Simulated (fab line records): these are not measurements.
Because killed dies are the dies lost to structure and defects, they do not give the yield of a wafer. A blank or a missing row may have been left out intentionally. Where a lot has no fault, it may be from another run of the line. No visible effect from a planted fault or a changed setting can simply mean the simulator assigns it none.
Which tool was responsible? | flow gf180mcu | 12 lots, 36 wafers sampled, at 2 steps of a route of 602

== WHAT THE GAUGES READ, wafer by wafer ==
GF_M3_CD_MEAS_14: the cd target is 280 nm.
lot  | measured     | on        | cd nm (nm)
L255 | day 21 13:32 | cd sem-02 | 277.5 278.4 278.9
L257 | day 22 19:36 | cd sem-01 | 280.6 280.9 281.1
L259 | day 23 09:23 | cd sem-01 | 280.9 280.1 278.7
L263 | day 24 21:39 | cd sem-01 | 282.1 282.1 281.8
L265 | day 25 13:15 | cd sem-02 | 281.4 281.5 281.6
L270 | day 27 01:43 | cd sem-02 | 281.5 280.0 280.6
L272 | day 27 13:44 | cd sem-01 | 278.5 279.6 279.1
L273 | day 27 22:29 | cd sem-01 | 280.7 280.0 279.2
L275 | day 28 13:30 | cd sem-02 | 279.8 280.7 280.0
L276 | day 28 19:23 | cd sem-01 | 280.3 281.1 279.3
L277 | day 29 07:29 | cd sem-02 | 281.3 281.5 281.0
L278 | day 29 14:19 | cd sem-01 | 281.0 281.7 282.3

== WHICH TOOL RAN EACH LOT (tool, then ch and the chambers of the sampled wafers, then the start) ==
lot  | GF_V2_CVD_02
L255 | pecvd-02 ch 0,2, day 19 10:29
L257 | pecvd-02 ch 0,1,2, day 20 17:54
L259 | pecvd-03 ch 1,2, day 21 08:38
L263 | pecvd-03 ch 0,2, day 22 22:08
L265 | pecvd-03 ch 0,1,2, day 23 13:52
L270 | pecvd-04 ch 0,1,2, day 25 03:56
L272 | pecvd-02 ch 0,2, day 25 17:09
L273 | pecvd-02 ch 0,1,2, day 26 01:47
L275 | pecvd-03 ch 0,1,2, day 26 16:15
L276 | pecvd-04 ch 0,1, day 26 23:11
L277 | pecvd-04 ch 0,2, day 27 11:34
L278 | pecvd-02 ch 0,1,2, day 27 20:05
- GF_V2_CVD_02: deposits SiO2 from TEOS, target thk 850 nm, time 94.851 s.

== AS READ BY THE TOOLS THEMSELVES (means over the sampled wafers that have a number; for cases with no such wafer, the mark the record gives instead) ==
GF_V2_CVD_02.
lot  | tool     | heater power w (W) | rf fwd power W (W)
L255 | pecvd-02 | 582                | 597.7
L257 | pecvd-02 | 660                | 598.7
L259 | pecvd-03 | 511                | 597.9
L263 | pecvd-03 | 598                | 597.5
L265 | pecvd-03 | 582                | 597.1
L270 | pecvd-04 | 682                | 597.5
L272 | pecvd-02 | 721                | 595.9
L273 | pecvd-02 | 694                | 596.4
L275 | pecvd-03 | 537                | 596.7
L276 | pecvd-04 | 773                | 600.3
L277 | pecvd-04 | 720                | 594.7
L278 | pecvd-02 | 625                | 596.7

== THE ANSWER, worked out from the rows above alone ==
Rule: usual is defined by the lots themselves. Put in order of their means at a reading, lots are off if they are a third of the lots or fewer, leave a main group of 4 or more, and stand apart from it by a gap of 3 or more times the standard deviation of the main group's means; of several such gaps the widest counts. A main group is skipped when, at the precision printed for the reading in the tables above, its means are all equal. Also off: a lot with no number at a reading for which 4 or more lots have one. All remaining lots with rows at the step are treated as sound. After the gauges, taken in route order, come the tools' own readings; for these a lot's mean is taken, as printed above. At the first step where some lot is off, the reading lying furthest off is the one used; lots without a number count as furthest.
None of the lots is off at any reading shown; this tells nothing.

== WHAT WAS PUT IN BY THE SIMULATOR ==
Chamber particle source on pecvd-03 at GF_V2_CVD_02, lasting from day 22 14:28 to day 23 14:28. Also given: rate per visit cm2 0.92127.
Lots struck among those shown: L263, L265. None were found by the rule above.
